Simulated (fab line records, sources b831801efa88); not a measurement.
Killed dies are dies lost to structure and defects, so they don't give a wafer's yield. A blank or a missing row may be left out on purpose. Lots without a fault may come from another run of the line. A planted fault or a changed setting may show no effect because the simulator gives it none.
fab line records | flow sfq_line
record lots=5 wafers=23
route steps=325 shown I6@270 M7@285 I7@296 M8@319
start_h: hours from the record's first day to the start of the lot's first wafer shown | wait_h: hours since the lot's step before | " the same as in the row above | L1.1+2: a row that stands for several wafers | - no value, or no start given | * or withheld: withheld | < > ~ a bound
route shown NAME@n: a module of which the file shows steps, and the number in the route of the first | usual: mean/standard deviation of fault-free wafers | same: alike in all rows | chamber/n: place in a boat | sites: the reading at each site | _std_site: their standard deviation | _edge_site: outer sites' mean less inner sites' | radius_mm: how far each site lies from the wafer's centre | mask NAME#n: copy n | behind: the tool/chamber that last shaped the wafer | hold: why the lot was held/for how many hours/how that ended | device: the transistor (n, p or np) that didn't switch | end of line: the same wafers' tests at the end of the route | a step without rows: its recipe alone | killed: dies lost to structure and defects at the first sort, not the wafer's yield | map: a wafer's dies, x killed, . not, _ none there
set.NAME: the setting as run; set.NAME@STEP: as run at that earlier step | model.NAME: the simulator's own value behind a step, which no gauge read
lots whose settings were changed on purpose; a table a step, a row a wafer
## steps
# step SFQ_TRILAYER_I6_VIA_LITHO_COAT_174
# recipe resist=BARC spin_rpm=3000 resist_thk_nm=62
# columns lot.wafer tool chamber start_h wait_h set.spin_rpm model.BARC_of_TRILAYER_I6_VIA_LITHO_COAT_174.thk_nm
L075.1 litho_track-01 0 1628.93 1.0 2897 63.05
L075.3 " 0 " " 2897 63.21
L075.4 " 0 " " 3000 61.93
L075.5 " 0 " " 3000 62.01
L075.6 " 0 " " 2897 63.2
L076.1 litho_track-04 0 1630.12 1.0 3000 62.13
L076.2 " 0 " " 3180 60.42
L076.3 " 0 " " 3180 60.35
L076.5 " 0 " " 3000 62.07
L076.6 " 0 " " 3180 60.28
L077.1 litho_track-01 0 1631.93 1.0 3000 62.13
L077.2 " 0 " " 3000 62.03
L077.3 " 0 " " 3000 62.18
L077.4 " 0 " " 3000 62.12
L077.6 " 0 " " 3000 62.1
L080.1 litho_track-01 0 1640.93 1.0 2854 63.83
L080.2 " 0 " " 3000 62.07
L080.3 " 0 " " 2854 63.89
L080.5 " 0 " " 3000 62.25
L080.6 " 0 " " 2854 63.68
L082.3 litho_track-02 0 1662.08 0.7 3000 62.27
L082.5 " 0 " " 3000 62.22
L082.6 " 0 " " 3000 62.21
# step SFQ_TRILAYER_I6_VIA_LITHO_PEB_172
# recipe peb_temp_c=115 peb_time_s=60 resist=KrF
# columns lot.wafer tool chamber start_h wait_h set.peb_temp_c
L075.1+3 litho_track-04 0 1744.65 1.0 113.3
L075.4+5+6 " 0 " " 115
L076.1+2 litho_track-02 0 1745.85 1.0 116.7
L076.3+5+6 " 0 " " 115
L077.1+4 litho_track-02 0 1747.05 1.0 115
L077.2+3+6 " 0 " " 116.4
L080.1+3 litho_track-02 0 1755.51 1.0 117.9
L080.2+5+6 " 0 " " 115
L082.3+5+6 litho_track-01 0 1772.36 0.7 115
# step SFQ_TRILAYER_I6_VIA_LITHO_DEVELOP_171
# recipe time_s=60 resist=KrF
# step SFQ_TRILAYER_I6_VIA_BARC_OPEN_VIA_ETCH_235
# recipe mask_material=PR chemistry=O2 target_depth_nm=125 target=BARC source_w=500 bias_w=80 pressure_mtorr=30 time_s=41.7
# columns lot.wafer tool chamber start_h wait_h set.peb_temp_c@TRILAYER_I6_VIA_LITHO_PEB_172 model.I6.cd_nm
L075.1 rie_diel-03 1 1744.98 0.0 113.3 664
L075.3 " 3 " " 113.3 667.7
L075.4 " 2 " " 115 698.6
L075.5 " 0 " " 115 700.2
L075.6 " 3 " " 115 700.5
L076.1 rie_diel-01 2 1746.18 0.0 116.7 729.9
L076.2 " 3 " " 116.7 727.9
L076.3 " 1 " " 115 698.8
L076.5 " 1 " " 115 699.1
L076.6 " 3 " " 115 698.9
L077.1 rie_diel-04 2 1747.38 0.0 115 698.7
L077.2 " 1 " " 116.4 723.4
L077.3 " 0 " " 116.4 722.1
L077.4 " 3 " " 115 701
L077.6 " 2 " " 116.4 722.6
L080.1+3 rie_diel-01 1,3 1755.85 0.0 117.9 746.9
L080.2 " 2 " " 115 702.3
L080.5 " 2 " " 115 702.2
L080.6 " 1 " " 115 699
L082.3 rie_diel-04 1 1772.65 0.0 115 701.2
L082.5 " 0 " " 115 700.1
L082.6 " 2 " " 115 700.4
# step SFQ_TRILAYER_M7_LITHO_COAT_182
# recipe resist=BARC spin_rpm=3000 resist_thk_nm=62
# columns lot.wafer tool chamber start_h wait_h set.spin_rpm model.BARC_of_TRILAYER_M7_LITHO_COAT_182.thk_nm
L075.1+5 litho_track-01 0 1746.21 0.1 3000 61.95
L075.3 " 0 " " 3000 62.09
L075.4 " 0 " " 2783 64.24
L075.6 " 0 " " 2783 64.33
L076.1 litho_track-04 0 1747.41 0.1 3000 61.93
L076.2 " 0 " " 3000 61.89
L076.3 " 0 " " 3000 61.75
L076.5 " 0 " " 3000 61.91
L076.6 " 0 " " 3000 61.92
L077.1 litho_track-01 0 1748.61 0.1 3204 59.76
L077.2 " 0 " " 3000 61.81
L077.3 " 0 " " 3204 59.86
L077.4 " 0 " " 3204 59.97
L077.6 " 0 " " 3000 62.12
L080.1 litho_track-03 0 1757.07 0.1 2806 64.27
L080.2 " 0 " " 3000 62.19
L080.3 " 0 " " 2806 64.42
L080.5 " 0 " " 2806 64.35
L080.6 " 0 " " 3000 61.98
L082.3 litho_track-04 0 1773.97 0.1 3000 62.05
L082.5 " 0 " " 3000 61.98
L082.6 " 0 " " 3000 61.91
# step SFQ_TRILAYER_I7_DEP_PECVD_183
# recipe material=SiO2 temp_c=150 time_s=111.11 pressure_torr=2.4 rf_w=183.3 precursor=SiH4/N2O target_thk_nm=500
# columns lot.wafer tool chamber start_h wait_h set.time_s model.SiO2_of_TRILAYER_I7_DEP_PECVD_183.thk_nm
L075.1 pecvd-01 1 1834.13 0.0 111.11 491.9
L075.3 " 2 " " 120.8 545.4
L075.4 " 2 " " 111.11 513.5
L075.5 " 1 " " 120.8 541.4
L075.6 " 0 " " 111.11 507.2
L076.1 pecvd-03 2 1836.53 0.0 111.11 504.6
L076.2 " 0 " " 99.79 463
L076.3 " 1 " " 111.11 496.7
L076.5 " 2 " " 111.11 517
L076.6 " 0 " " 99.79 468.2
L077.1 pecvd-04 0 1840.13 0.0 118.4 522.4
L077.2 " 1 " " 118.4 523.5
L077.3 " 2 " " 118.4 525.3
L077.4 " 1 " " 111.11 497.9
L077.6 " 2 " " 111.11 500.7
L080.1 pecvd-03 1 1848.53 0.0 104.9 469.2
L080.2 " 0 " " 111.11 512.3
L080.3 " 2 " " 111.11 503.9
L080.5 " 2 " " 111.11 510.8
L080.6 " 1 " " 104.9 475.1
L082.3 pecvd-04 2 1862.15 0.0 111.11 492.6
L082.5 " 2 " " 111.11 502.3
L082.6 " 0 " " 111.11 493.8
# step SFQ_TRILAYER_I7_VIA_LITHO_PEB_190
# recipe peb_temp_c=115 peb_time_s=60 resist=KrF
# columns lot.wafer tool chamber start_h wait_h set.peb_time_s
L075.1+3+6 litho_track-03 0 1916.60 1.0 60
L075.4+5 " 0 " " 65.28
L076.1+6 litho_track-02 0 1921.40 1.0 53.85
L076.2+3+5 " 0 " " 60
L077.1+2+3+4+6 litho_track-01 0 1923.80 1.0 60
L080.1+2 litho_track-02 0 1934.73 1.0 60
L080.3+5+6 " 0 " " 54.33
L082.3+5+6 litho_track-03 0 1947.14 0.7 60
# step SFQ_TRILAYER_I7_VIA_LITHO_DEVELOP_189
# recipe time_s=60 resist=KrF
# step SFQ_TRILAYER_I7_VIA_BARC_OPEN_VIA_ETCH_260
# recipe mask_material=PR chemistry=O2 target_depth_nm=125 target=BARC source_w=500 bias_w=80 pressure_mtorr=30 time_s=41.7
# columns lot.wafer tool chamber start_h wait_h set.peb_time_s@TRILAYER_I7_VIA_LITHO_PEB_190 model.I7.cd_nm
L075.1 rie_diel-01 0 1916.94 0.0 60 999.7
L075.3 " 1 " " 60 1001
L075.4+5 " 3 " " 65.28 1012
L075.6 " 0 " " 60 1000
L076.1 rie_diel-04 0 1921.74 0.0 53.85 984
L076.2 " 1 " " 60 -
L076.3 " 2 " " 60 1002
L076.5 " 1 " " 60 1001
L076.6 " 0 " " 53.85 984.6
L077.1+2 rie_diel-02 2,0 1924.14 0.0 60 1001
L077.3 " 1 " " 60 998
L077.4 " 3 " " 60 1000
L077.6 " 3 " " 60 1002
L080.1+2 rie_diel-01 3,2 1935.07 0.0 60 1001
L080.3+6 " 0 " " 54.33 988
L080.5 " 3 " " 54.33 987
L082.3 rie_diel-04 2 1947.42 0.0 60 1001
L082.5 " 3 " " 60 999.1
L082.6 " 0 " " 60 999.3
# step SFQ_TRILAYER_I7_VIA_ETCH_VIA_ETCH_190
# recipe target=SiO2 stop_on=Nb mask_material=PR taper_deg=20 chemistry=CHF3 target_depth_nm=260 source_w=500 bias_w=80 pressure_mtorr=30 time_s=withheld
# columns lot.wafer tool chamber start_h wait_h set.peb_time_s@TRILAYER_I7_VIA_LITHO_PEB_190 model.I7.cd_nm
L075.1 rie_diel-01 0 1916.98 0.0 * 1002
L075.3 " 1 " " * 999.5
L075.4 " 3 " " * 1012
L075.5 " 3 " " * 1013
L075.6 " 0 " " * 1003
L076.1 rie_diel-04 0 1921.78 0.0 * 982.5
L076.2 " 1 " " * 1003
L076.3 " 2 " " * 1005
L076.5 " 1 " " * 1004
L076.6 " 0 " " * 984
L077.1 rie_diel-02 2 1924.18 0.0 * 1001
L077.2 " 0 " " * 998.5
L077.3 " 1 " " * 996.9
L077.4 " 3 " " * 998
L077.6 " 3 " " * 998.9
L080.1+2 rie_diel-01 3,2 1935.10 0.0 * 1001
L080.3 " 0 " " * 990.1
L080.5 " 3 " " * 986.6
L080.6 " 0 " " * 990.9
L082.3 rie_diel-04 2 1947.46 0.0 * 1002
L082.5 " 3 " " * 995.9
L082.6 " 0 " " * 997
# step SFQ_TRILAYER_M8_DEP_EVAP_197
# recipe material=Ti angular_spread_deg=1 target_thk_nm=20 time_s=100 power_w=2000
# columns lot.wafer tool chamber start_h wait_h set.time_s model.Ti_of_TRILAYER_M8_DEP_EVAP_197.thk_nm
L075.1 pvd_sputter-02 - 2009.81 0.0 100 20.25
L075.3 " - " " 100 19.96
L075.4 " - " " 100 20.04
L075.5 " - " " 100 20.11
L075.6 " - " " 100 19.91
L076.1 pvd_sputter-01 - 2015.81 0.0 100 19.25
L076.2 " - " " 100 19.49
L076.3 " - " " 100 20
L076.5 " - " " 114.4 22.34
L076.6 " - " " 114.4 22.97
L077.1 pvd_sputter-02 - 2019.41 0.0 100 19.69
L077.2 " - " " 100 19.88
L077.3 " - " " 108.2 21.62
L077.4 " - " " 108.2 21.22
L077.6 " - " " 108.2 21.42
L080.1 pvd_sputter-02 - 2029.23 0.0 100 19.97
L080.2 " - " " 100 20.16
L080.3 " - " " 100 19.57
L080.5 " - " " 100 19.73
L080.6 " - " " 100 19.88
L082.3 pvd_sputter-02 - 2043.63 0.0 100 19.92
L082.5 " - " " 100 20.01
L082.6 " - " " 100 19.83
## key
split step=SFQ_TRILAYER_I6_VIA_LITHO_COAT_174 setting=spin_rpm stated=3000 by=wafer
response step=SFQ_TRILAYER_I6_VIA_LITHO_COAT_174 reading=model.BARC_of_TRILAYER_I6_VIA_LITHO_COAT_174.thk_nm change=-0.315 per=1% r=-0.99
split step=SFQ_TRILAYER_I6_VIA_LITHO_PEB_172 setting=peb_temp_c stated=115 by=wafer
response step=SFQ_TRILAYER_I6_VIA_BARC_OPEN_VIA_ETCH_235 reading=model.I6.cd_nm change=+19.5 per=1% r=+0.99
split step=SFQ_TRILAYER_M7_LITHO_COAT_182 setting=spin_rpm stated=3000 by=wafer
response step=SFQ_TRILAYER_M7_LITHO_COAT_182 reading=model.BARC_of_TRILAYER_M7_LITHO_COAT_182.thk_nm change=-0.324 per=1% r=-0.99
split step=SFQ_TRILAYER_I7_DEP_PECVD_183 setting=time_s stated=111.11 by=wafer
response step=SFQ_TRILAYER_I7_DEP_PECVD_183 reading=model.SiO2_of_TRILAYER_I7_DEP_PECVD_183.thk_nm change=+4.41 per=1% r=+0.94
split step=SFQ_TRILAYER_I7_VIA_LITHO_PEB_190 setting=peb_time_s stated=60 by=wafer
response step=SFQ_TRILAYER_I7_VIA_BARC_OPEN_VIA_ETCH_260 reading=model.I7.cd_nm change=+1.5 per=1% r=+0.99
response step=SFQ_TRILAYER_I7_VIA_ETCH_VIA_ETCH_190 reading=model.I7.cd_nm change=+1.55 per=1% r=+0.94
split step=SFQ_TRILAYER_M8_DEP_EVAP_197 setting=time_s stated=100 by=wafer
response step=SFQ_TRILAYER_M8_DEP_EVAP_197 reading=model.Ti_of_TRILAYER_M8_DEP_EVAP_197.thk_nm change=+0.21 per=1% r=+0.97
